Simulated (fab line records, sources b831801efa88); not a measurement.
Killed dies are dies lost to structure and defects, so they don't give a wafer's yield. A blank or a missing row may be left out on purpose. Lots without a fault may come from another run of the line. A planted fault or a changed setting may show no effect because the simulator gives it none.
Tool commonality check | flow gf180mcu | 11 lots, 33 wafers sampled

WHY IT WAS OPENED
At GF_PASSIVATION_THK_MEAS_03 the reading PASSIVATION_CVD_02_THK is flagged on 2 of 11 lots. Wafers without a fault read 701 nm, standard deviation 9.
Rule: a lot is flagged when every wafer of it that has a number lies more than 4 standard deviations from that mean, or none has a number. The other lots count as sound.

lot  | measured     | on            | PASSIVATION_CVD_02_THK (nm), wafer by wafer | flag
L285 | day 28 21:38 | film_metro-04 | 701 691 706                                 |
L286 | day 28 22:17 | film_metro-04 | 687 698 700                                 |
L287 | day 29 06:05 | film_metro-02 | 708 711 721                                 |
L290 | day 30 10:34 | film_metro-04 | 695 704 711                                 |
L292 | day 30 17:17 | film_metro-01 | 709 703 708                                 |
L291 | day 30 18:46 | film_metro-04 | 695 683 701                                 |
L296 | day 32 02:26 | film_metro-04 | 799 805 811                                 | FLAGGED
L297 | day 32 06:10 | film_metro-04 | 783 785 807                                 | FLAGGED
L304 | day 33 20:07 | film_metro-04 | 698 704 703                                 |
L306 | day 34 04:57 | film_metro-04 | 708 703 708                                 |
L307 | day 34 10:52 | film_metro-01 | 684 702 717                                 |
The numbers of the flagged lots are 798 nm on average: +97 nm against the usual, or +11 standard deviations.

WHICH TOOL RAN EACH LOT
The record holds 3 process steps before the reading, out of a route of 602 steps. In each cell: the tool, then ch and the chambers that the sampled wafers went through, then the start.
lot  | flag    | GF_MIM_SPUTTER_02            | GF_MIM_SPUTTER_04            | GF_PASSIVATION_CVD_02
L285 |         | pvd_sputter-03, day 25 05:42 | pvd_sputter-03, day 25 05:45 | pecvd-03 ch 0,1,2, day 28 21:21
L286 |         | pvd_sputter-03, day 25 06:19 | pvd_sputter-03, day 25 06:22 | pecvd-01 ch 0,1,2, day 28 22:01
L287 |         | pvd_sputter-03, day 25 13:55 | pvd_sputter-03, day 25 13:58 | pecvd-04 ch 0,1,2, day 29 05:47
L290 |         | pvd_sputter-03, day 26 22:35 | pvd_sputter-03, day 26 22:38 | pecvd-01 ch 0,1, day 30 10:17
L292 |         | pvd_sputter-01, day 27 06:01 | pvd_sputter-01, day 27 06:04 | pecvd-04 ch 0,1,2, day 30 16:59
L291 |         | pvd_sputter-03, day 27 07:32 | pvd_sputter-03, day 27 07:35 | pecvd-04 ch 0,1,2, day 30 18:28
L296 | FLAGGED | pvd_sputter-03, day 28 18:56 | pvd_sputter-03, day 28 18:59 | pecvd-04 ch 0,1, day 32 02:08
L297 | FLAGGED | pvd_sputter-03, day 28 22:49 | pvd_sputter-03, day 28 22:52 | pecvd-04 ch 0,1,2, day 32 05:49
L304 |         | pvd_sputter-02, day 30 17:53 | pvd_sputter-02, day 30 17:56 | pecvd-01 ch 0,1,2, day 33 19:49
L306 |         | pvd_sputter-01, day 31 04:53 | pvd_sputter-01, day 31 04:56 | pecvd-01 ch 0,1,2, day 34 04:46
L307 |         | pvd_sputter-03, day 31 12:01 | pvd_sputter-03, day 31 12:04 | pecvd-03 ch 1,2, day 34 10:35
What these steps do:
- GF_MIM_SPUTTER_02: material AlCu, target thk 450 nm, time 23.9 s.
- GF_MIM_SPUTTER_04: material TiN, target thk 50 nm, time 41.7 s.
- GF_PASSIVATION_CVD_02: deposits Si3N4, target thk 700 nm, time 486.18 s.
- GF_PASSIVATION_THK_MEAS_03

FLAGGED OVER TOTAL, TOOL BY TOOL (the gauges that took the reading come last)
step                       | tool           | lots run | flagged | share of the flagged lots | sound lots run after its first flagged lot
GF_MIM_SPUTTER_02          | pvd_sputter-01 | 2        | 0       | none                      | -
GF_MIM_SPUTTER_02          | pvd_sputter-02 | 1        | 0       | none                      | -
GF_MIM_SPUTTER_02          | pvd_sputter-03 | 8        | 2       | all                       | 1 (L307)
GF_MIM_SPUTTER_04          | pvd_sputter-01 | 2        | 0       | none                      | -
GF_MIM_SPUTTER_04          | pvd_sputter-02 | 1        | 0       | none                      | -
GF_MIM_SPUTTER_04          | pvd_sputter-03 | 8        | 2       | all                       | 1 (L307)
GF_PASSIVATION_CVD_02      | pecvd-01       | 4        | 0       | none                      | -
GF_PASSIVATION_CVD_02      | pecvd-03       | 2        | 0       | none                      | -
GF_PASSIVATION_CVD_02      | pecvd-04       | 5        | 2       | all                       | 0
GF_PASSIVATION_THK_MEAS_03 | film_metro-01  | 2        | 0       | none                      | -
GF_PASSIVATION_THK_MEAS_03 | film_metro-02  | 1        | 0       | none                      | -
GF_PASSIVATION_THK_MEAS_03 | film_metro-04  | 8        | 2       | all                       | 2 (L304,L306)

WHAT THE TABLE ALLOWS
4 rows of the table ran every flagged lot: pvd_sputter-03 at GF_MIM_SPUTTER_02, pvd_sputter-03 at GF_MIM_SPUTTER_04, pecvd-04 at GF_PASSIVATION_CVD_02, film_metro-04 at GF_PASSIVATION_THK_MEAS_03.
- pvd_sputter-03 at GF_MIM_SPUTTER_02: 2 of its 8 lots flagged. Sound lots ran on it after the first flagged one (L307), which a lasting fault on the whole tool wouldn't allow.
- pvd_sputter-03 at GF_MIM_SPUTTER_04: 2 of its 8 lots flagged. Sound lots ran on it after the first flagged one (L307), which a lasting fault on the whole tool wouldn't allow.
- pecvd-04 at GF_PASSIVATION_CVD_02: 2 of its 5 lots flagged. Its last sound lot is L291 (day 30 18:28), its first flagged lot L296 (day 32 02:08): a fault that began between those two fits.
- film_metro-04 at GF_PASSIVATION_THK_MEAS_03: 2 of its 8 lots flagged. Sound lots ran on it after the first flagged one (L304, L306), which a lasting fault on the whole tool wouldn't allow.
One tool is left: pecvd-04 at GF_PASSIVATION_CVD_02.

WHAT THE SIMULATOR HAD PUT IN
Process parameter drift: pecvd-04, from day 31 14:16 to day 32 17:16, at GF_PASSIVATION_CVD_02. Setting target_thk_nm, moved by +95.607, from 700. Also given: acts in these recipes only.
Lots struck among those shown: L296, L297. The rule above found the same.
